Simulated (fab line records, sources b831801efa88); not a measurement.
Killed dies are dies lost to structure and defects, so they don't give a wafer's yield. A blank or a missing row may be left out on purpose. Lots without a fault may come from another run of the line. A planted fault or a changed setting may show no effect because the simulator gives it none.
A struck lot beside a sound one | flow sfq_line | 14 steps out of a route of 325
Sound: wafers L297.1, L297.3, L297.4. Struck: wafers L308.1, L308.5, L308.6. The cause comes at the end.
At each step with rows: each side's tool, then ch and its chambers, then its first start. Under that, the readings that differ: sound wafers | struck wafers | difference of the means | sigmas: that difference in standard deviations of wafers without a fault.
alike: readings whose means differ by less than 2 such deviations, and words and numbers that are the same on both sides. not compared: withheld readings, readings that some wafer has no value for, bounds like >300 that may hide the same value, and numbers for which the record gives no deviation and whose values overlap.
The two part at a step that has a row with sigmas, a row that says differs or no value, or rows on one side only. Numbers that don't overlap but have no deviation are shown without sigmas and don't part them. A reading that every wafer of one side lacks parts them only if that side has two wafers or more.

first, 6 steps without rows for these wafers: SFQ_TRILAYER_I6_VIA_LITHO_COAT_174 (resist thk 62 nm); SFQ_TRILAYER_I6_VIA_LITHO_COAT_169 (resist thk 650 nm); SFQ_TRILAYER_I6_VIA_LITHO_SOFTBAKE_173; SFQ_TRILAYER_I6_VIA_LITHO_EXPOSE_170 (exposes mask I6, target cd 700 nm); SFQ_TRILAYER_I6_VIA_LITHO_PEB_172 (peb time 60 s); SFQ_TRILAYER_I6_VIA_LITHO_DEVELOP_171 (time 60 s).
SFQ_I6_OVL_MEAS_942:
  sound on overlay-02, day 63 04:47; struck on overlay-02, day 77 02:32
  alike: I6_OVL
SFQ_TRILAYER_I6_VIA_BARC_OPEN_VIA_ETCH_235: etches BARC in O2, target depth 125 nm, time 41.7 s.
  sound on rie_diel-02 ch 0,2,3, day 63 04:49; struck on rie_diel-03 ch 0,1, day 77 02:34
  alike: drypump_motor_current_A, oes_product_au, rf_fwd_power_W
  not compared: rf_hours_counter_h
SFQ_TRILAYER_I6_VIA_ETCH_VIA_ETCH_172: etches SiO2 in CHF3, stops on Nb, target depth 260 nm.
  sound on rie_diel-02 ch 0,2,3, day 63 04:51; struck on rie_diel-03 ch 0,1, day 77 02:36
  reading            | sound             | struck            | difference | sigmas
  rf_fwd_power_W (W) | 496.8 496.8 496.8 | 502.1 500.8 499.8 | +4.1       | +3
  alike: drypump_motor_current_A, oes_product_au
SFQ_TRILAYER_I6_VIA_STRIP_STRIP_173: strips in O2.
  sound on rie_metal-02 ch 0,1, day 63 04:58; struck on rie_metal-03 ch 0,1, day 77 02:43
  alike: drypump_motor_current_A, oes_product_au
  not compared: rf_hours_counter_h
then, 2 steps without rows for these wafers: SFQ_TRILAYER_I6_VIA_STRIP_SOLV_CLEAN_174 (cleans in NMP, time 600 s); SFQ_TRILAYER_M7_DEP_PRE_CLEAN_176 (time 22.5 s).
SFQ_TRILAYER_M7_DEP_SPUTTER_175: material Nb, target thk 200 nm, time 133.3 s.
  sound on pvd_sputter-04, day 63 05:46; struck on pvd_sputter-03, day 77 03:47
  alike: base_pressure_pa, throttle_valve_pct
SFQ_M7_RS_MEAS_943: measures by four-point-probe.
  sound on film_metro-02, day 63 05:52; struck on film_metro-04, day 77 04:10
  reading           | sound             | struck            | difference | sigmas
  M7_NB_RS (ohm/sq) | 0.889 0.893 0.895 | 0.435 0.440 0.438 | -0.455     | -38

WHERE THEY PART
First at SFQ_TRILAYER_I6_VIA_ETCH_VIA_ETCH_172; last, within this record, at SFQ_M7_RS_MEAS_943.

WHY: what the simulator had put in
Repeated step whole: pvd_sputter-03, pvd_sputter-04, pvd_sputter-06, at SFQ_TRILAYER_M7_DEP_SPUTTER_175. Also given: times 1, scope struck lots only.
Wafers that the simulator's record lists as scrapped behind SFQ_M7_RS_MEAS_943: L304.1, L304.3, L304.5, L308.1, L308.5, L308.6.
